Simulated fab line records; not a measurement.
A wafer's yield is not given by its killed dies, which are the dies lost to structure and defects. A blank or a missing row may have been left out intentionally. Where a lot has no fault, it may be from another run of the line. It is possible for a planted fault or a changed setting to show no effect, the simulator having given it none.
Problem report, 8D (eight disciplines) form, completed by code ; flow gf180mcu ; the parts of the form that need people (team, actions taken, sign-off) are left out

== 1. WHAT IS WRONG ==
cd_nm at GF_HV_LDD_CD_MEAS_46 reads a mean of 419.4 nm on 6 wafers of 2 lots; wafers without a fault read 397.8 nm with a standard deviation of 2.8. That is +7.7 standard deviations from the usual mean.
The step: target cd 400 nm.
The first sign was on wafer L566.2 at day 18 07:53, on cd_sem-01. Wafers with a number at this step in the record: 39, from 13 lots. The rule behind "out" and "out of limits": a value lying over 4 standard deviations away from the usual mean. Any other wafer with a number is counted as sound.

== 2. WHAT THIS IS AND IS NOT ==
question;is;is not
which readings at this step;cd_nm;-
which lots;L566, L568;L550, L551, L552, L553, L557, L558, L559, L562, L563, L570, L571
which wafers of those lots;all that have a number;-
read on which gauges;cd_sem-01, cd_sem-02;-
when;from day 18 07:53;"up to then (27 sound wafers); but 6 sound wafers of L570, L571 came after"

== 3. WHAT RULES OUT EACH SUSPECT ==
Counting: a tool at any process step up to the reading remains a suspect when it ran all the lots that are out and ran no sound lot after the first of those.
- ruled out: the gauge at GF_HV_LDD_CD_MEAS_46. Those wafers that are out were read across 2 gauges (cd_sem-01, cd_sem-02).
- litho_track-04 at GF_HV_LDD_COAT_41 (resist thk 1000 nm): kept. Every lot that is out went through it, starting with L566 (day 17 19:57), and after that it ran no sound lot; the last sound lot it ran before then is L559 (day 15 03:07).
Remaining after the count: litho_track-04 at GF_HV_LDD_COAT_41.

== 4. THE CAUSE (what the simulator had put in) ==
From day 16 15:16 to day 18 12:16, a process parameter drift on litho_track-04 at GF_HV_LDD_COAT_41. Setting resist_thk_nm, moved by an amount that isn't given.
This tool alone remained once counting was done.

== 5. THE CHAIN OF EFFECTS, in route order ==
One row per reading whose mean, taken over the struck wafers that have a number, lies over 3 standard deviations from the usual. Scope: only readings with a usual standard deviation given in the record; hours: median across lots of the time from each lot's start at the first step in this table that gives one to its start at this step; sigmas: change in usual standard deviations.
hours;step;reading;usual;on struck wafers;change;sigmas
0;GF_HV_LDD_CD_MEAS_46;cd_nm;397.8 nm;419.4;+21.6;+7.7
0;GF_HV_LDD_STRIP_49;oes_product_au;0.716 a.u.;0.654;-0.062;-14
0;GF_HV_LDD_STRIP_49;strip_time_to_endpoint_s;12.64 s;10.15;-2.49;-69
It contains these process steps:
- GF_HV_LDD_STRIP_49: strips in O2/N2.
Later measuring or inspecting steps at which every struck wafer that the step has a row for has a number for every such reading, and none has moved that far: GF_NSD_OVL_MEAS_08.

== 6. HOW IT WOULD HAVE BEEN CAUGHT EARLIER ==
In this record the first reading out of limits at a measuring or inspecting step was taken at day 18 07:53, 41 hours after the fault began at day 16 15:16.
Among the 2 lots that are out, L568 began GF_HV_LDD_COAT_41 on litho_track-04 after day 18 07:53. A hold on the tool at that time would have spared it.
